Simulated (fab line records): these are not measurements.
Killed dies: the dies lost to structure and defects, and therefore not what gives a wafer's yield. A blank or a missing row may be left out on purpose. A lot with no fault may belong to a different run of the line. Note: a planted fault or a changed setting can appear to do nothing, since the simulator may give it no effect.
What tool caused it? ; flow sky130 ; 11 lots, 32 wafers sampled, at 1 step of a route of 708

== WHAT THE GAUGES SHOWED, per wafer ==
SKY_VIA2_THK_MEAS_23: measures by xrf. Usual: for VIA2_W_THK the level is 416 nm and the standard deviation is 6.5.
lot;measured;on;VIA2_W_THK (nm);flag
L954;day 36 22:34;film_metro-03;424 417 416;
L955;day 37 15:28;film_metro-01;418 416 429;
L956;day 37 17:57;film_metro-01;417 427 427;
L957;day 37 20:16;film_metro-01;415 422 416;
L958;day 38 09:41;film_metro-01;429 416 415;
L962;day 39 17:30;film_metro-02;408 407;
L968;day 41 00:41;film_metro-02;407 404 405;
L973;day 42 13:28;film_metro-03;410 425 415;
L974;day 42 21:38;film_metro-01;415 411 419;
L975;day 42 23:22;film_metro-03;422 416 418;
L976;day 43 06:43;film_metro-02;413 413 417;

== WHICH TOOL RAN EACH LOT (tool, then ch and the chambers of the sampled wafers, then the start) ==
Record: no process step prior to these readings.

== AS READ BY THE TOOLS THEMSELVES (means over the sampled wafers that have a number; for cases with no such wafer, the mark the record gives instead) ==
The record holds no such reading with a usual standard deviation.

== THE ANSWER, worked out from the rows above alone ==
Rule: lot off if the mean of its wafers having a number is beyond 3 standard deviations from the usual mean. A lot without any number at a reading at which 4 lots or more have one is off too. The other lots that the step has rows for count as sound. Order of review: gauges by route order, followed by the tools' own readings, for which a lot's mean as printed above is used. The first step at which some lot is off is used, and at that step the reading that is off furthest; a lot without a number counts as furthest.
No lot is off at any reading shown: from this, nothing can be told.

== WHAT THE SIMULATOR HAD PUT IN ==
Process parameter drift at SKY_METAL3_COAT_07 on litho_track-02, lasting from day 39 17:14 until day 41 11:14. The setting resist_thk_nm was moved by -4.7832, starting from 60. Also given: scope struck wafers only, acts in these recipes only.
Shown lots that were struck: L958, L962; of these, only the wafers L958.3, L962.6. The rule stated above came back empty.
